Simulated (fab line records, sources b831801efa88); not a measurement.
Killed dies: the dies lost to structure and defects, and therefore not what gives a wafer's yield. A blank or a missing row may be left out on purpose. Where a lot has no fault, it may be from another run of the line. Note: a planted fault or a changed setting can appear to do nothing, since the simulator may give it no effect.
Code-filled problem report in 8D (eight disciplines) form    flow sky130    the parts of the form that need people (team, actions taken, sign-off) are left out

== 1. WHAT WENT WRONG ==
Wafers without a fault read 160.37 W, standard deviation 0.12; heaterPowerTotalW at SKY_DNWELL_DEHYDRATE_00 reads a mean of 175.00 W on 6 wafers belonging to 2 lots. So: +99 or more standard deviations from the usual mean.
The step: time 60 s.
First seen on wafer L288.3, day 7 08:32, on lithoTrack-04. At this step, 39 wafers from 13 lots have a number in the record. Rule for "out" (also "out of limits"): further than 4 standard deviations from the usual mean. Any other wafer with a number is counted as sound.

== 2. WHAT THIS IS AND IS NOT ==
question                     is                             is not
which readings at this step  heaterPowerTotalW, runLengthS  -
which lots                   L288, L289                     L270, L271, L272, L273, L274, L276, L277, L278, L279, L290, L292
which wafers of those lots   all that have a number         -
read on which tools          lithoTrack-04                  lithoTrack-01, lithoTrack-02
when                         from day 7 08:32               up to then (27 sound wafers); but 6 sound wafers of L290, L292 came after

== 3. THE SUSPECTS, EACH WITH WHAT RULES IT OUT ==
Counting: any tool at a process step up to the reading is kept as a suspect provided that every lot that is out went through it and no sound lot did after the first of them.
- cmp-02 at SKY_FIELD_ISO_CMP_27 (polishes, stops on Si3N4, t overpolish 16 s, target thk 457.8 nm): ruled out as a lasting fault. Sound lots L292 ran on it after its first lot that is out, L288 (day 6 14:13).
- lithoTrack-04 at SKY_DNWELL_DEHYDRATE_00 (time 60 s): kept. It processed each lot that is out, first L288 at day 7 08:32, and no sound lot thereafter; up to then, the last sound lot it processed was L278 at day 4 19:28. Its own readings are out on those wafers: heaterPowerTotalW, runLengthS.
The count leaves lithoTrack-04 at SKY_DNWELL_DEHYDRATE_00.

== 4. THE CAUSE (what the simulator had put in) ==
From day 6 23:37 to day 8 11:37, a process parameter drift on lithoTrack-04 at SKY_DNWELL_DEHYDRATE_00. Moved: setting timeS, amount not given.
After counting, this tool was the only one left.

== 5. THE EFFECT CHAIN, in route order ==
Each row: a reading whose mean over the struck wafers that have a number lies more than 3 standard deviations from the usual. Only readings whose record carries a usual standard deviation are examined. hours: median over the lots of the time between each lot's start at the first step of this table that gives one and its start at this step. sigmas: the change, counted in usual standard deviations.
hours  step                     reading            usual     on struck wafers  change  sigmas
0      SKY_DNWELL_DEHYDRATE_00  heaterPowerTotalW  160.37 W  175.00            +14.62  +99 or more
0      SKY_DNWELL_DEHYDRATE_00  runLengthS         89.08 s   74.90             -14.18  -99 or more
Here are the process steps it includes:
- SKY_DNWELL_DEHYDRATE_00: time 60 s.
At these later measuring or inspecting steps, every struck wafer for which the step has a row has a number for every such reading, and none has moved that far: SKY_VT_ADJUST_LVTN_OVL_MEAS_07, SKY_VT_ADJUST_HVTR_TW_MEAS_11.

== 6. WHAT WOULD HAVE CAUGHT IT SOONER ==
First out-of-limits reading in this record: day 7 08:32, which is 9 hours after fault onset at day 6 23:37.
